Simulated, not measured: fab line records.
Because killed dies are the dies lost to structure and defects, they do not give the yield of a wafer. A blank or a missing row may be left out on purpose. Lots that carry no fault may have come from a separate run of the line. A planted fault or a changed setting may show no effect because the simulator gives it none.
Comparing a struck lot with a sound one / flow gf180mcu / 21 steps out of a route of 602
Sound: wafers L662.1, L662.3, L662.5. Struck: wafers L667.1, L667.2, L667.4. At the end, the cause is stated.
Each step with rows lists, per side, the tool, then ch with its chambers, then its first start. Under that, the readings that differ: sound wafers / struck wafers / difference of the means / sigmas: that difference in standard deviations of wafers without a fault.
alike: words and numbers the same on both sides, and readings whose means are apart by under 2 such deviations; not compared: readings that were withheld, readings missing a value for some wafer, numbers with overlapping values and no deviation given by the record, and bounds like >300 which may hide the same value.
Wherever a step has rows on one side only, a row that says differs or no value, or a row with sigmas, the two part there. When numbers do not overlap yet have no deviation, they are printed without sigmas and do not part them. A reading that every wafer of one side lacks parts them only if that side has two wafers or more.

first, 3 steps without rows for these wafers: GF_MVSD_EXPOSE_04 (exposes mask MVSD, target cd 1000 nm); GF_MVSD_PEB_05; GF_MVSD_DEVELOP_06 (develop time 60 s).
GF_MVSD_OVL_MEAS_07:
  struck on overlay-01, day 6 21:05; sound on overlay-02, day 5 15:11
  alike: MVSD_OVL
then, 2 steps without rows for these wafers: GF_MVSD_IMPLANT_08; GF_MVSD_IMPLANT_09.
GF_MVSD_STRIP_10: strips in O2/N2.
  sound on plasma asher-01 ch 1, day 5 15:32; struck on plasma asher-03 ch 0,1, day 6 21:26
reading=strip time to endpoint s (s); sound=37.09 37.01 37.10; struck=36.80 36.81 36.97; difference=-0.21; sigmas=-2
  alike: drypump motor current A, heater power w, oes product au
  not compared: rf hours counter h
GF_MVSD_TW_MEAS_11:
  struck on film metro-01, day 6 21:32; sound on film metro-02, day 5 15:38
  alike: MVSD_TW
then, 4 steps without rows for these wafers: GF_MVPSD_DEHYDRATE_00 (time 60 s); GF_MVPSD_HMDS_01 (prime time 60 s); GF_MVPSD_COAT_02 (resist thk 3000 nm); GF_MVPSD_SOFTBAKE_03.
GF_MVPSD_EXPOSE_04: exposes mask MVPSD, target cd 1000 nm.
  sound on iline stepper-02 ch 0, day 5 22:40; struck on iline stepper-02 ch 0, day 7 05:32
reading=mask; sound=MVPSD#0 MVPSD#0 MVPSD#0; struck=LVPWELL#0 LVPWELL#0 LVPWELL#0; difference=differs; sigmas=
then, 2 steps without rows for these wafers: GF_MVPSD_PEB_05; GF_MVPSD_DEVELOP_06 (develop time 60 s).
GF_MVPSD_OVL_MEAS_07:
  struck on overlay-01, day 7 13:08; sound on overlay-01, day 6 05:11
reading=MVPSD_OVL (nm); sound=1.6 0.2 -0.1; struck=- - -; difference=no value on the struck wafers; sigmas=
then, 2 steps without rows for these wafers: GF_MVPSD_IMPLANT_08; GF_MVPSD_IMPLANT_09.
GF_MVPSD_STRIP_10: strips in O2/N2.
  sound on plasma asher-01 ch 1, day 6 05:32; struck on plasma asher-02 ch 0,1, day 7 13:32
  alike: drypump motor current A, heater power w, oes product au, strip time to endpoint s
  not compared: rf hours counter h
GF_MVPSD_TW_MEAS_11:
  struck on film metro-02, day 7 13:38; sound on film metro-03, day 6 05:38
reading=MVPSD_TW; sound=564 564 567; struck=30 30 30; difference=-535; sigmas=-69
then, 1 step without rows for these wafers: GF_VT_IMPLANT_DEHYDRATE_00 (time 60 s).

== WHERE THEY PART ==
First at GF_MVSD_STRIP_10; last, within this record, at GF_MVPSD_TW_MEAS_11.

WHY: what had been put in by the simulator
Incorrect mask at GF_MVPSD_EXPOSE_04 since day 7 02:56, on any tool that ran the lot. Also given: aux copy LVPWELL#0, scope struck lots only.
